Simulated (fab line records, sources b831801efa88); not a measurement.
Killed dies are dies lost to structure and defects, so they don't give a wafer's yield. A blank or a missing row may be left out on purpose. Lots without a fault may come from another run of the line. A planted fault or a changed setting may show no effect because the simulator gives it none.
fab line records | flow sky130
record lots=5 wafers=15 last_day=49
route steps=708 shown PAD_OPEN@696
lots that met no fault: from a run of the same line without faults
start_h: hours from the record's first day to the start of the lot's first wafer shown | wait_h: hours since the lot's step before | " the same as in the row above | L1.1+2: a row that stands for several wafers | - no value, or no start given | * or withheld: withheld | < > ~ a bound
route shown NAME@n: a module of which the file shows steps, and the number in the route of the first | usual: mean/standard deviation of fault-free wafers | same: alike in all rows | chamber/n: place in a boat | sites: the reading at each site | _std_site: their standard deviation | _edge_site: outer sites' mean less inner sites' | radius_mm: how far each site lies from the wafer's centre | mask NAME#n: copy n | behind: the tool/chamber that last shaped the wafer | hold: why the lot was held/for how many hours/how that ended | device: the transistor (n, p or np) that didn't switch | end of line: the same wafers' tests at the end of the route | a step without rows: its recipe alone | killed: dies lost to structure and defects at the first sort, not the wafer's yield | map: a wafer's dies, x killed, . not, _ none there
set.NAME: the setting as run; set.NAME@STEP: as run at that earlier step | model.NAME: the simulator's own value behind a step, which no gauge read
lots at some steps of the route; a table a step, a row a wafer
services: from which hour (start_h, from the record's first day; less than 0 if before it) a tool's chamber was out of use, for how many hours, and why
## steps
# step SKY_PAD_OPEN_COAT_02
# recipe spin_rpm=2000 resist_thk_nm=3000
# columns lot.wafer tool chamber start_h wait_h
L077.1+2+3 litho_track-01 0 1082.36 0.1
L079.2+4+5 litho_track-03 0 1111.51 0.1
L082.1+3+4 litho_track-02 0 1125.05 0.1
L091.2+4+5 litho_track-02 0 1173.82 0.1
L093.1+3+5 litho_track-02 0 1175.75 0.1
# step SKY_PAD_OPEN_SOFTBAKE_03
# recipe temp_c=110 time_s=withheld
# usual plate_temp_C=110.02/0.14
# columns lot.wafer tool chamber start_h wait_h plate_temp_C
L077.1 litho_track-01 0 1082.51 0.1 110.01
L077.2 " 0 " " 110.06
L077.3 " 0 " " 110.13
L079.2 litho_track-03 0 1111.67 0.1 110.03
L079.4 " 0 " " 110.06
L079.5 " 0 " " 110.15
L082.1 litho_track-02 0 1125.20 0.1 110.04
L082.3 " 0 " " 109.97
L082.4 " 0 " " 109.78
L091.2 litho_track-02 0 1173.98 0.1 109.91
L091.4 " 0 " " 110.07
L091.5 " 0 " " 110.06
L093.1 litho_track-02 0 1175.90 0.1 110.12
L093.3 " 0 " " 110.01
L093.5 " 0 " " 109.96
# step SKY_PAD_OPEN_EXPOSE_04
# recipe mask_id=PDM target_cd_nm=60000 na=0.57 dose_mj=260
# usual stage_vel_mm_s=499.98/0.24
# columns lot.wafer tool chamber start_h wait_h mask stage_vel_mm_s
L077.1 iline_stepper-01 0 - - PDM#0 500.09
L077.2 " 0 " " PDM#0 499.66
L077.3 " 0 " " PDM#0 500.06
L079.2 iline_stepper-02 0 - - PDM#0 499.98
L079.4 " 0 " " PDM#0 500.18
L079.5 " 0 " " PDM#0 500.41
L082.1 iline_stepper-02 0 - - PDM#0 499.75
L082.3 " 0 " " PDM#0 499.94
L082.4 " 0 " " PDM#0 500.19
L091.2 iline_stepper-01 0 - - PDM#0 500.12
L091.4 " 0 " " PDM#0 500.01
L091.5 " 0 " " PDM#0 500.12
L093.1 iline_stepper-01 0 - - PDM#0 499.49
L093.3 " 0 " " PDM#0 499.96
L093.5 " 0 " " PDM#0 499.69
# step SKY_PAD_OPEN_PEB_05
# recipe temp_c=115 time_s=withheld
# usual plate_temp_C=115.01/0.14
# columns lot.wafer tool chamber start_h wait_h plate_temp_C
L077.1 litho_track-03 0 - - 115.14
L077.2 " 0 " " 115.00
L077.3 " 0 " " 115.13
L079.2 litho_track-01 0 - - 115.17
L079.4 " 0 " " 114.91
L079.5 " 0 " " 114.96
L082.1 litho_track-02 0 - - 114.98
L082.3 " 0 " " 115.03
L082.4 " 0 " " 114.95
L091.2 litho_track-02 0 - - 114.86
L091.4 " 0 " " 115.11
L091.5 " 0 " " 115.28
L093.1 litho_track-01 0 - - 115.02
L093.3 " 0 " " 114.83
L093.5 " 0 " " 114.81
# step SKY_PAD_OPEN_DEVELOP_06
# recipe develop_time_s=60 dev_temp_c=23
# columns lot.wafer tool chamber start_h wait_h
L077.1+2+3 litho_track-03 0 - -
L079.2+4+5 litho_track-01 0 - -
L082.1+3+4 litho_track-02 0 - -
L091.2+4+5 litho_track-02 0 - -
L093.1+3+5 litho_track-01 0 - -
# step SKY_PAD_OPEN_ETCH_07
# recipe chemistry=CF4/O2 target_depth_nm=725 stop_on=AlCu source_w=800 bias_w=150 pressure_mtorr=150 cf4_flow_sccm=80 O2_flow_sccm=10 time_s=156.8
# usual drypump_motor_current_A=5.6/0.38 oes_product_au=0.987/0.0071 throttle_valve_pct=5.968/0.0088
# same time_s=156.8
# columns lot.wafer tool chamber start_h wait_h drypump_motor_current_A oes_product_au rf_hours_counter_h throttle_valve_pct
L077.1 rie_diel-01 0 1092.74 - 5.9 0.993 14 5.960
L077.2 " 3 " " 5.8 0.983 24 5.954
L077.3 " 2 " " 5.3 0.984 7 5.969
L079.2 rie_diel-04 1 1121.61 - 5.8 0.976 20 5.972
L079.4 " 3 " " 5.6 0.986 15 5.969
L079.5 " 0 " " 5.8 0.991 - 5.955
L082.1 rie_diel-04 1 1134.60 - 5.8 0.978 21 5.976
L082.3 " 2 " " 5.0 0.978 28 5.969
L082.4 " 3 " " 5.6 0.987 16 5.951
L091.2 rie_diel-03 3 1183.15 - 6.2 0.991 8 5.971
L091.4 " 1 " " 5.1 0.992 28 5.960
L091.5 " 3 " " 6.2 0.998 - 5.973
L093.1 rie_diel-03 1 1184.41 - 5.1 0.974 28 5.957
L093.3 " 3 " " 6.2 0.985 8 5.971
L093.5 " 2 " " 6.0 0.995 - 5.969
# step SKY_PAD_OPEN_STRIP_08
# recipe chemistry=O2/N2 power_w=1400 pressure_mtorr=1500 platen_temp_c=withheld overash_fraction=0.7 o2_flow_sccm=3000 n2_flow_sccm=300
# usual drypump_motor_current_A=5.5/0.51 oes_product_au=0.663/0.005 strip_time_to_endpoint_s=37.03/0.095
# columns lot.wafer tool chamber start_h wait_h drypump_motor_current_A oes_product_au rf_hours_counter_h strip_time_to_endpoint_s
L077.1 plasma_asher-01 0 1092.84 0.1 5.3 0.673 35 37.07
L077.2 " 1 " " 5.4 0.672 35 37.05
L077.3 " 0 " " 5.2 0.666 - 36.99
L079.2 plasma_asher-02 0 1121.71 0.1 6.1 0.666 5 36.89
L079.4 " 1 " " 4.8 0.659 - 36.95
L079.5 " 1 " " 4.8 0.667 - 36.90
L082.1 plasma_asher-02 0 1134.70 0.1 6.0 0.663 7 37.01
L082.3 " 1 " " 4.8 0.655 - 37.06
L082.4 " 0 " " 6.1 0.660 - 37.12
L091.2 plasma_asher-01 1 1183.25 0.1 5.5 0.660 43 36.91
L091.4 " 1 " " 5.5 0.658 - 36.93
L091.5 " 0 " " 5.2 0.662 - 36.99
L093.1 plasma_asher-02 1 1184.51 0.1 4.8 0.667 11 36.92
L093.3 " 0 " " 6.1 0.664 - 36.97
L093.5 " 0 " " 6.1 0.674 - 36.99
# step SKY_PAD_OPEN_STRIP_09
# recipe chemistry=post_etch_residue_remover time_s=1200 temp_c=72.5
# same time_s=1200
# columns lot.wafer tool chamber start_h wait_h
L077.1+2+3 wet_bench-04 0 1093.14 0.3
L079.2+4+5 wet_bench-04 2 1121.87 0.1
L082.1+3+4 wet_bench-03 2 1134.80 0.1
L091.2+4+5 wet_bench-01 3 1183.35 0.1
L093.1+3+5 wet_bench-01 2 1184.61 0.1
# step SKY_PAD_OPEN_CLEAN_10
# recipe chemistry=IPA time_s=180 temp_c=25
# same time_s=180
# columns lot.wafer tool chamber start_h wait_h
L077.1+2+3 wet_bench-03 3 1093.48 0.0
L079.2+4+5 wet_bench-01 1 1122.69 0.1
L082.1+3+4 wet_bench-04 1 1135.18 0.0
L091.2+4+5 wet_bench-04 3 1183.70 0.0
L093.1+3+5 wet_bench-01 3 1184.96 0.0
# step SKY_PAD_OPEN_CLEAN_11
# recipe chemistry=O3/DIW dry=n2_spin
# columns lot.wafer tool chamber start_h wait_h
L077.1+2+3 wet_bench-04 0 1093.54 0.0
L079.2+4+5 wet_bench-01 1 1122.75 0.0
L082.1+3+4 wet_bench-01 0 1135.24 0.0
L091.2+4+5 wet_bench-01 0 1183.75 0.0
L093.1+3+5 wet_bench-01 3 1185.01 0.0
# step SKY_PAD_OPEN_ANNEAL_12
# recipe temp_c=400 time_s=withheld ambient=N2/H2 idle_temp_c=300 ramp_up_c_per_min=8 ramp_down_c_per_min=4
# columns lot.wafer tool chamber start_h wait_h
L077.1+2+3 furnace-02 0 1093.64 0.0
L079.2+4+5 furnace-02 0 1122.84 0.0
L082.1+3+4 furnace-02 0 1135.34 0.0
L091.2+4+5 furnace-02 0 1183.85 0.0
L093.1+3+5 furnace-02 0 1185.35 0.2
# step SKY_PAD_OPEN_BOW_MEAS_13
# recipe mode=bow
# usual PAD_OPEN_BOW=48/9
# columns lot.wafer tool chamber start_h wait_h PAD_OPEN_BOW[um]
L077.1 film_metro-01 - 1095.14 - 43
L077.2 " - " " 57
L077.3 " - " " 43
L079.2 film_metro-02 - 1124.36 - 50
L079.4 " - " " 72
L079.5 " - " " 66
L082.1 film_metro-01 - 1136.84 - 49
L082.3 " - " " 39
L082.4 " - " " 50
L091.2 film_metro-02 - 1185.37 - 57
L091.4 " - " " 48
L091.5 " - " " 43
L093.1 film_metro-04 - 1186.85 - 50
L093.3 " - " " 32
L093.5 " - " " 46
## services
# columns tool chamber start_h hours kind
plasma_asher-02 0 1064.25 - clean
plasma_asher-02 1 1064.25 - clean
iline_stepper-01 0 1076.44 - calibration
furnace-02 - 1082.12 4.4 pm
iline_stepper-02 - 1083.11 4.4 pm
rie_diel-01 1 1088.24 22.8 repair
rie_diel-04 - 1098.76 4.7 repair
wet_bench-01 - 1108.43 1.8 repair
rie_diel-03 1 1109.09 2.9 repair
rie_diel-01 3 1110.90 67.5 repair
rie_diel-04 0 1112.52 4.2 repair
iline_stepper-02 - 1122.44 1.7 pm
iline_stepper-01 - 1127.12 4.4 pm
iline_stepper-02 0 1135.75 - calibration
rie_diel-03 - 1135.87 3.5 repair
wet_bench-03 - 1155.09 4.2 repair
iline_stepper-02 - 1155.89 28.9 pm
furnace-02 - 1159.45 6.5 repair
rie_diel-01 - 1176.08 2.6 repair
## key
fault none
